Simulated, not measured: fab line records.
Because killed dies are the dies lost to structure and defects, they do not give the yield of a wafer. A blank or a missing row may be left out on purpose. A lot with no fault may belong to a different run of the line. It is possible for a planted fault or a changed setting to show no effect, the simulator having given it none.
fab line records ; flow sky130
record: lots: 6; wafers: 18; last_day: 50
route steps=708 shown VT_ADJUST_HVTP@93 VT_ADJUST_LVTN@97
lots that met no fault: taken from a fault-free run of the same line
start_h: start of the lot's first displayed wafer, in hours after the record's first day ; wait_h: how many hours have passed since the lot's step before this one ; " repeats the value in the row above ; L1.1+2: several wafers, shown together as one row ; - no value, or no start was given ; * or withheld: withheld ; < > ~ a bound
route shown NAME@n: a module of which the file shows steps, and the number in the route of the first ; usual: mean/standard deviation of fault-free wafers ; same: alike in all rows ; chamber/n: place in a boat ; sites: per-site readings ; _std_site: the values' standard deviation ; _edge_site: outer sites' mean less inner sites' ; radius_mm: for every site, how far away it sits from the centre of the wafer ; mask NAME#n: copy n ; behind: tool/chamber where the wafer was last shaped ; hold: what put the lot on hold/how long, in hours/how the hold closed ; device: whichever transistor did not switch (one of n, p or np) ; end of line: tests run on the same wafers once the route is complete ; for a step that has no rows: nothing shown but its recipe ; killed: at the first sort, the dies lost to defects and structure; wafer yield is something else ; map: a wafer's dies, x killed, . not, _ none there
set.NAME: the setting the step ran with; set.NAME@STEP: the setting that earlier step ran with ; model.NAME: the simulator's own value behind a step, which no gauge read
lots at some steps of the route; a table a step, a row a wafer
services: a tool's chamber out of use, with start hour (start_h, from the record's first day; less than 0 if before it), hours out, and reason
== steps ==
step: SKY_VT_ADJUST_HVTP_OVL_MEAS_08
usual: VT_ADJUST_HVTP_OVL: 0.1/1.2
lot.wafer;tool;chamber;start_h;wait_h;VT_ADJUST_HVTP_OVL[nm]
L821.3;overlay-01;-;138.77;0.1;1.2
L821.5;overlay-01;-;138.77;0.1;0.1
L821.6;overlay-01;-;138.77;0.1;0.0
L826.1;overlay-01;-;170.65;0.1;-0.3
L826.3;overlay-01;-;170.65;0.1;-0.8
L826.6;overlay-01;-;170.65;0.1;-0.5
L834.4;overlay-02;-;214.81;0.1;0.9
L834.5;overlay-02;-;214.81;0.1;0.0
L834.6;overlay-02;-;214.81;0.1;0.8
L835.2;overlay-02;-;229.20;0.1;0.1
L835.3;overlay-02;-;229.20;0.1;0.8
L835.5;overlay-02;-;229.20;0.1;-1.3
L840.2;overlay-02;-;253.95;0.1;0.1
L840.3;overlay-02;-;253.95;0.1;1.8
L840.5;overlay-02;-;253.95;0.1;2.2
L842.1;overlay-02;-;272.56;0.1;-0.5
L842.5;overlay-02;-;272.56;0.1;-1.1
L842.6;overlay-02;-;272.56;0.1;-1.3
step: SKY_VT_ADJUST_HVTP_IMPLANT_09
recipe: species: As; energy_kev: 150; dose_cm2: 4.3e+12; tilt_deg: withheld
step: SKY_VT_ADJUST_HVTP_STRIP_10
recipe: chemistry: O2/N2; power_w: 1400; pressure_mtorr: 1500; platen_temp_c: withheld; o2_flow_sccm: 3000; n2_flow_sccm: 300; overash_fraction: 0.5
usual: chamber_pressure_mTorr: 1499.9/1.5; drypump_motor_current_A: 5.8/0.47; oes_product_au: 0.716/0.0044; strip_time_to_endpoint_s: 14.21/0.038
lot.wafer;tool;chamber;start_h;wait_h;chamber_pressure_mTorr;drypump_motor_current_A;oes_product_au;rf_hours_counter_h;strip_time_to_endpoint_s
L821.3;plasma_asher-03;0;138.98;0.1;1501.9;6.5;0.722;-;14.23
L821.5;plasma_asher-03;1;138.98;0.1;1501.2;5.6;0.714;-;14.27
L821.6;plasma_asher-03;0;138.98;0.1;1498.2;6.5;0.716;-;14.25
L826.1;plasma_asher-03;0;170.83;0.1;1499.1;6.5;0.718;40;14.15
L826.3;plasma_asher-03;1;170.83;0.1;1500.9;5.6;0.724;-;14.19
L826.6;plasma_asher-03;1;170.83;0.1;1499.8;5.6;0.719;-;14.15
L834.4;plasma_asher-02;1;215.02;0.1;1499.4;5.3;0.715;-;14.13
L834.5;plasma_asher-02;0;215.02;0.1;1501.3;5.9;0.716;-;14.18
L834.6;plasma_asher-02;1;215.02;0.1;1501.1;5.3;0.710;-;14.12
L835.2;plasma_asher-01;0;229.38;0.1;1495.8;5.3;0.717;44;14.16
L835.3;plasma_asher-01;0;229.38;0.1;1503.3;5.3;0.716;-;14.16
L835.5;plasma_asher-01;1;229.38;0.1;1498.0;6.3;0.713;-;14.19
L840.2;plasma_asher-01;1;254.13;0.1;1500.5;6.3;0.718;47;14.23
L840.3;plasma_asher-01;1;254.13;0.1;1501.0;6.3;0.716;-;14.22
L840.5;plasma_asher-01;1;254.13;0.1;1499.6;6.3;0.725;-;14.25
L842.1;plasma_asher-01;0;272.74;0.1;1501.6;5.3;0.715;48;14.23
L842.5;plasma_asher-01;1;272.74;0.1;1500.4;6.3;0.713;-;14.20
L842.6;plasma_asher-01;0;272.74;0.1;1499.1;5.3;0.714;-;14.17
step: SKY_VT_ADJUST_HVTP_TW_MEAS_11
usual: VT_ADJUST_HVTP_TW: 1350/19
lot.wafer;tool;chamber;start_h;wait_h;VT_ADJUST_HVTP_TW
L821.3;film_metro-02;-;139.06;0.1;1336
L821.5;film_metro-02;-;139.06;0.1;1339
L821.6;film_metro-02;-;139.06;0.1;1336
L826.1;film_metro-03;-;170.93;0.1;1364
L826.3;film_metro-03;-;170.93;0.1;1372
L826.6;film_metro-03;-;170.93;0.1;1367
L834.4;film_metro-02;-;215.11;0.1;1329
L834.5;film_metro-02;-;215.11;0.1;1327
L834.6;film_metro-02;-;215.11;0.1;1326
L835.2;film_metro-03;-;229.49;0.1;1373
L835.3;film_metro-03;-;229.49;0.1;1375
L835.5;film_metro-03;-;229.49;0.1;1376
L840.2;film_metro-01;-;254.24;0.1;1344
L840.3;film_metro-01;-;254.24;0.1;1344
L840.5;film_metro-01;-;254.24;0.1;1341
L842.1;film_metro-01;-;272.84;0.1;1338
L842.5;film_metro-01;-;272.84;0.1;1341
L842.6;film_metro-01;-;272.84;0.1;1338
step: SKY_VT_ADJUST_LVTN_DEHYDRATE_00
recipe: temp_c: 200; time_s: 60
step: SKY_VT_ADJUST_LVTN_HMDS_01
recipe: prime_time_s: 60; prime_temp_c: 120
step: SKY_VT_ADJUST_LVTN_COAT_02
recipe: spin_rpm: 2000; resist_thk_nm: 3000
step: SKY_VT_ADJUST_LVTN_SOFTBAKE_03
recipe: temp_c: 110; time_s: withheld
step: SKY_VT_ADJUST_LVTN_EXPOSE_04
recipe: mask_id: NWM_COMPLEMENT_LESS_NATIVE; na: 0.6; source_shape: conventional; sigma_outer: 0.6; polarization: unpolarized; target_cd_nm: 840; dose_mj: 194
step: SKY_VT_ADJUST_LVTN_PEB_05
recipe: temp_c: 115; time_s: withheld
step: SKY_VT_ADJUST_LVTN_DEVELOP_06
recipe: wall_angle_deg: 90; developer: TMAH; develop_time_s: 60; dev_temp_c: 23
step: SKY_VT_ADJUST_LVTN_OVL_MEAS_07
usual: VT_ADJUST_LVTN_OVL: 0.7/1.3
lot.wafer;tool;chamber;start_h;wait_h;VT_ADJUST_LVTN_OVL[nm]
L821.3;overlay-01;-;159.47;-;-0.5
L821.5;overlay-01;-;159.47;-;0.2
L821.6;overlay-01;-;159.47;-;-0.1
L826.1;overlay-02;-;192.01;-;1.6
L826.3;overlay-02;-;192.01;-;0.8
L826.6;overlay-02;-;192.01;-;1.1
L834.4;overlay-01;-;236.90;-;1.0
L834.5;overlay-01;-;236.90;-;-1.7
L834.6;overlay-01;-;236.90;-;0.7
L835.2;overlay-01;-;252.26;-;3.1
L835.3;overlay-01;-;252.26;-;-0.3
L835.5;overlay-01;-;252.26;-;1.6
L840.2;overlay-02;-;278.44;-;0.3
L840.3;overlay-02;-;278.44;-;1.7
L840.5;overlay-02;-;278.44;-;1.8
L842.1;overlay-02;-;297.34;-;2.0
L842.5;overlay-02;-;297.34;-;1.9
L842.6;overlay-02;-;297.34;-;2.7
step: SKY_VT_ADJUST_LVTN_IMPLANT_08
recipe: species: B; energy_kev: 30; dose_cm2: 1.57e+12; tilt_deg: withheld
usual: beam_energy_keV: 29.999/0.0088; beam_on_s: 9.98/0.18
lot.wafer;tool;chamber;start_h;wait_h;beam_energy_keV;beam_on_s
L821.3;implanter-01;0;159.54;0.1;29.999;10.17
L821.5;implanter-01;0;159.54;0.1;29.995;10.12
L821.6;implanter-01;0;159.54;0.1;29.993;9.87
L826.1;implanter-01;0;192.04;0.0;29.992;9.83
L826.3;implanter-01;0;192.04;0.0;29.994;9.77
L826.6;implanter-01;0;192.04;0.0;30.002;10.12
L834.4;implanter-04;-;237.00;0.1;-;-
L834.5;implanter-04;-;237.00;0.1;-;-
L834.6;implanter-04;-;237.00;0.1;-;-
L835.2;implanter-01;-;252.32;0.0;-;-
L835.3;implanter-01;-;252.32;0.0;-;-
L835.5;implanter-01;-;252.32;0.0;-;-
L840.2;implanter-01;0;278.50;0.0;29.986;10.18
L840.3;implanter-01;0;278.50;0.0;29.986;10.07
L840.5;implanter-01;0;278.50;0.0;29.990;10.31
L842.1;implanter-04;0;297.37;0.0;30.008;9.85
L842.5;implanter-04;0;297.37;0.0;30.003;9.76
L842.6;implanter-04;0;297.37;0.0;30.005;10.06
step: SKY_VT_ADJUST_LVTN_STRIP_09
recipe: chemistry: O2/N2; power_w: 1400; pressure_mtorr: 1500; platen_temp_c: withheld; o2_flow_sccm: 3000; n2_flow_sccm: 300; overash_fraction: 0.5
usual: chamber_pressure_mTorr: 1500.2/1.5; drypump_motor_current_A: 5.6/0.43; oes_product_au: 0.723/0.0043; strip_time_to_endpoint_s: 36.92/0.11
lot.wafer;tool;chamber;start_h;wait_h;chamber_pressure_mTorr;drypump_motor_current_A;oes_product_au;rf_hours_counter_h;strip_time_to_endpoint_s
L821.3;plasma_asher-04;0;159.68;0.1;1500.7;5.7;0.721;-;36.97
L821.5;plasma_asher-04;0;159.68;0.1;1499.6;5.8;0.722;-;37.13
L821.6;plasma_asher-04;1;159.68;0.1;1498.6;5.1;0.725;-;37.03
L826.1;plasma_asher-04;0;192.19;0.1;1500.2;5.8;0.726;54;36.97
L826.3;plasma_asher-04;1;192.19;0.1;1502.5;5.1;0.720;-;36.87
L826.6;plasma_asher-04;1;192.19;0.1;1498.9;5.1;0.718;-;36.83
L834.4;plasma_asher-01;0;237.11;0.1;1500.3;5.3;0.733;-;36.70
L834.5;plasma_asher-01;1;237.11;0.1;1500.6;6.3;0.723;-;36.88
L834.6;plasma_asher-01;0;237.11;0.1;1500.3;5.3;0.727;-;36.89
L835.2;plasma_asher-01;0;252.44;0.1;1502.4;5.3;0.725;46;36.89
L835.3;plasma_asher-01;0;252.44;0.1;1498.6;5.3;0.719;-;36.86
L835.5;plasma_asher-01;1;252.44;0.1;1500.7;6.3;0.721;-;36.97
L840.2;plasma_asher-02;1;278.62;0.1;1500.7;5.3;0.723;16;36.99
L840.3;plasma_asher-02;1;278.62;0.1;1501.9;5.3;0.724;-;36.86
L840.5;plasma_asher-02;1;278.62;0.1;1501.8;5.3;0.720;-;36.96
L842.1;plasma_asher-04;0;297.52;0.1;1499.9;5.7;0.726;64;36.96
L842.5;plasma_asher-04;1;297.52;0.1;1503.7;5.1;0.718;-;36.85
L842.6;plasma_asher-04;0;297.52;0.1;1499.3;5.7;0.727;-;37.09
step: SKY_VT_ADJUST_LVTN_TW_MEAS_10
usual: VT_ADJUST_LVTN_TW: 240/3
lot.wafer;tool;chamber;start_h;wait_h;VT_ADJUST_LVTN_TW
L821.3;film_metro-01;-;159.76;0.1;240
L821.5;film_metro-01;-;159.76;0.1;240
L821.6;film_metro-01;-;159.76;0.1;240
L826.1;film_metro-04;-;192.29;0.1;238
L826.3;film_metro-04;-;192.29;0.1;239
L826.6;film_metro-04;-;192.29;0.1;240
L834.4;film_metro-03;-;237.20;0.1;30
L834.5;film_metro-03;-;237.20;0.1;30
L834.6;film_metro-03;-;237.20;0.1;30
L835.2;film_metro-01;-;252.55;0.1;30
L835.3;film_metro-01;-;252.55;0.1;30
L835.5;film_metro-01;-;252.55;0.1;30
L840.2;film_metro-03;-;278.73;0.1;242
L840.3;film_metro-03;-;278.73;0.1;243
L840.5;film_metro-03;-;278.73;0.1;243
L842.1;film_metro-04;-;297.62;0.1;240
L842.5;film_metro-04;-;297.62;0.1;238
L842.6;film_metro-04;-;297.62;0.1;239
step: SKY_VT_ADJUST_LVTN_DEHYDRATE_11
recipe: temp_c: 200; time_s: 60
== services ==
tool;chamber;start_h;hours;kind
plasma_asher-02;0;117.75;-;clean
plasma_asher-02;1;117.75;-;clean
plasma_asher-02;-;136.46;2.8;pm
implanter-01;-;140.05;0.5;repair
plasma_asher-03;-;159.93;0.4;repair
plasma_asher-01;-;179.45;4.0;repair
implanter-04;-;191.66;12.2;pm
plasma_asher-02;-;193.85;0.6;repair
implanter-01;-;217.40;3.8;pm
implanter-04;-;242.91;4.2;pm
implanter-04;-;264.93;1.3;repair
implanter-04;-;273.04;5.1;repair
implanter-04;-;281.98;3.4;repair
plasma_asher-04;-;292.24;2.8;repair
== key ==
first_sign: step: SKY_VT_ADJUST_LVTN_IMPLANT_08; reading: tool_record; direction: missing
effect: step: SKY_VT_ADJUST_LVTN_TW_MEAS_10; reading: VT_ADJUST_LVTN_TW; direction: down; sigmas: 69; usual: 240; struck: 30
met_at SKY_VT_ADJUST_LVTN_IMPLANT_08
struck_wafers L834.4,L834.5,L834.6,L835.2,L835.3,L835.5
later_rows_left_out L834.4,L834.5,L834.6,L835.2,L835.3,L835.5
sort_left_out L834.4,L834.5,L834.6,L835.2,L835.3,L835.5
tester_left_out L834,L835
onset_between 192.04 237.00
fault: kind: skipped_step_whole; tool: implanter-01,implanter-04; chamber: -; onset_h: 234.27; steps: SKY_VT_ADJUST_LVTN_IMPLANT_08; scope: struck_lots_only
tester_left_out: of these lots the tester's yield and bins aren't shown, on N5 and GAA mostly nor the transistor test; their killed dies are dies lost to structure and defects alone, not to doping, threshold or leakage, so they don't give the yield
sort_left_out: the simulated sort isn't trusted on such a fault, so these wafers' sort isn't shown, and their yield isn't known
later_rows_left_out: the simulator's readings of these wafers behind a module that went badly wrong aren't trusted and aren't shown, but for the sort
